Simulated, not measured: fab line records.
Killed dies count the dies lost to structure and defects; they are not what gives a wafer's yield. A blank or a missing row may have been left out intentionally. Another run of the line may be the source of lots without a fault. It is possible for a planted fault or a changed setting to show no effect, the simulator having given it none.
Which tool is to blame? -- flow gf180mcu -- 14 lots, 42 wafers sampled, at 5 steps of a route of 602

WHAT EACH GAUGE READ, for each wafer
GF_POLY_GATE_THK_MEAS_17. Usual: for POLY_GATE_OXIDATION_THK the level is 4.00 nm and the standard deviation is 0.069.
lot,measured,on,POLY_GATE_OXIDATION_THK (nm),flag
L300,day 9 14:12,filmMetro-01,3.90 3.98 4.01,
L301,day 9 19:17,filmMetro-01,3.85 3.85 3.85,
L303,day 10 08:49,filmMetro-02,3.97 3.92 3.98,
L305,day 11 00:25,filmMetro-04,4.09 4.10 4.10,
L306,day 11 05:47,filmMetro-01,3.97 4.00 4.04,
L307,day 11 14:45,filmMetro-01,3.96 3.97 3.98,
L308,day 12 00:17,filmMetro-04,4.07 3.98 3.95,
L309,day 12 06:02,filmMetro-02,4.03 3.98 4.04,
L311,day 12 20:06,filmMetro-02,3.94 3.99 3.98,
L313,day 13 07:34,filmMetro-04,4.05 3.97 3.86,
L316,day 14 11:10,filmMetro-01,4.00 4.01 4.07,
L318,day 14 21:35,filmMetro-04,3.95 4.03 4.02,
L319,day 15 02:43,filmMetro-02,4.11 4.06 4.06,
L322,day 16 05:10,filmMetro-04,3.97 3.98 3.83,

GF_POLY_GATE_CD_MEAS_18. Usual: cdNm reads 279.5 nm (standard deviation 2).
lot,measured,on,cdNm (nm),flag
L300,day 9 14:16,cdSem-01,283.6 280.7 283.3,
L301,day 9 19:20,cdSem-01,277.9 280.4 280.1,
L303,day 10 08:55,cdSem-01,277.8 279.8 278.2,
L305,day 11 00:29,cdSem-02,281.2 282.2 279.8,
L306,day 11 05:53,cdSem-01,276.6 278.8 280.1,
L307,day 11 14:51,cdSem-01,280.3 278.8 278.7,
L308,day 12 00:22,cdSem-02,279.6 279.7 278.8,
L309,day 12 06:07,cdSem-02,275.6 276.7 279.5,
L311,day 12 20:12,cdSem-02,278.9 276.3 278.7,
L313,day 13 07:40,cdSem-01,276.6 275.5 275.0,
L316,day 14 11:14,cdSem-02,276.9 278.0 276.4,
L318,day 14 21:40,cdSem-02,279.2 282.0 277.6,
L319,day 15 02:47,cdSem-01,278.3 278.5 278.7,
L322,day 16 05:17,cdSem-02,281.4 282.2 277.1,

GF_HV_LDD_OVL_MEAS_08. Usual: for HV_LDD_OVL the level is -0.1 nm and the standard deviation is 1.5.
lot,measured,on,HV_LDD_OVL (nm),flag
L300,day 10 07:55,overlay-02,0.4 -1.5 0.2,
L301,day 10 13:03,overlay-01,1.3 1.5 1.7,
L303,day 11 03:04,overlay-01,1.6 -1.9 0.1,
L305,day 11 19:11,overlay-02,0.3 -0.5 -1.2,
L306,day 12 00:46,overlay-02,-3.2 -1.9 -1.0,
L307,day 12 10:13,overlay-02,-1.4 -2.3 0.1,
L308,day 12 19:16,overlay-01,0.7 -1.6 0.7,
L309,day 13 01:26,overlay-02,-0.4 -1.0 0.2,
L311,day 13 16:54,overlay-02,-1.8 0.0 -3.5,
L313,day 14 04:40,overlay-02,0.5 2.0 1.0,
L316,day 15 09:29,overlay-02,-1.6 -0.4 -1.9,
L318,day 15 20:13,overlay-02,1.4 -0.1 0.2,
L319,day 16 01:26,overlay-01,-0.9 1.0 1.6,
L322,day 17 04:08,overlay-01,0.0 0.8 0.7,

GF_HV_LDD_THK_MEAS_55. Usual: for HV_LDD_CVD_54_THK the level is 9.95 nm and the standard deviation is 0.14.
lot,measured,on,HV_LDD_CVD_54_THK (nm),flag
L300,day 12 19:11,filmMetro-04,10.00 10.02 9.99,
L301,day 13 00:00,filmMetro-03,10.18 10.11 10.15,
L303,day 13 13:53,filmMetro-01,10.05 10.02 10.00,
L305,day 14 10:03,filmMetro-04,9.95 9.89 10.02,
L306,day 14 16:45,filmMetro-03,10.07 9.94 9.99,
L307,day 15 02:28,filmMetro-01,9.91 10.02 10.13,
L308,day 15 12:44,filmMetro-03,10.20 10.18 10.09,
L309,day 15 19:26,filmMetro-01,9.90 9.91 9.94,
L311,day 16 13:00,filmMetro-01,10.16 10.13 10.02,
L313,day 17 03:34,filmMetro-01,9.89 9.88 9.94,
L316,day 18 10:00,filmMetro-04,14.59 14.63 14.48,OFF
L318,day 18 20:49,filmMetro-03,14.53 14.47 14.59,OFF
L319,day 19 01:21,filmMetro-04,9.96 9.97 10.03,
L322,day 20 07:08,filmMetro-04,9.85 9.86 9.86,

WHAT TOOL EACH LOT RAN ON (gives the tool, then ch and the chambers of the sampled wafers, and finally the start)
lot,GF_HV_LDD_CVD_54
L300,"lpcvd-02 ch 1, day 12 16:53"
L301,"lpcvd-02 ch 1, day 12 22:28"
L303,"lpcvd-01 ch 1, day 13 12:20"
L305,"lpcvd-02 ch 0, day 14 09:02"
L306,"lpcvd-02 ch 0, day 14 15:43"
L307,"lpcvd-01 ch 1, day 15 01:25"
L308,"lpcvd-02 ch 1, day 15 11:43"
L309,"lpcvd-02 ch 1, day 15 18:25"
L311,"lpcvd-02 ch 0, day 16 11:59"
L313,"lpcvd-02 ch 0, day 17 02:32"
L316,"lpcvd-02 ch 0, day 18 08:59"
L318,"lpcvd-02 ch 1, day 18 19:47"
L319,"lpcvd-01 ch 0, day 19 00:20"
L322,"lpcvd-01 ch 0, day 20 06:04"
- GF_HV_LDD_CVD_54: deposits SiO2 from TEOS, target thk 10 nm, time 75 s.

AS READ BY THE TOOLS THEMSELVES (means over the sampled wafers that have a number; for cases with no such wafer, the mark the record gives instead)
The record holds no such reading with a usual standard deviation.

THE ANSWER, worked out from the rows above alone
Rule: a lot counts as off when the mean over its wafers that have a number is more than 3 standard deviations away from the usual mean. A lot without any number at a reading at which 4 lots or more have one is off too. The other lots that the step has rows for count as sound. Order of review: gauges by route order, followed by the tools' own readings, for which a lot's mean as printed above is used. At the first step where some lot is off, the reading lying furthest off is the one used; lots without a number count as furthest.
Off: L316, L318, seen at GF_HV_LDD_THK_MEAS_55 (HV_LDD_CVD_54_THK).
A tool fits if, at a process step before that reading, it ran every lot that is off, and no sound lot after the first of them. Those tools and the gauges at GF_HV_LDD_THK_MEAS_55 are tried in the same way. One candidate fits, namely lpcvd-02 at GF_HV_LDD_CVD_54. Its last sound lot is L313 (day 17 02:32), its first lot that is off L316 (day 18 08:59): a fault that began between those two fits.

WHAT THE SIMULATOR HAD INSERTED
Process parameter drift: lpcvd-02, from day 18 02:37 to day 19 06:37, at GF_HV_LDD_CVD_54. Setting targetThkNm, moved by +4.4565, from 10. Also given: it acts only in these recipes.
Lots struck among those shown: L316, L318. The same result came from the rule above.
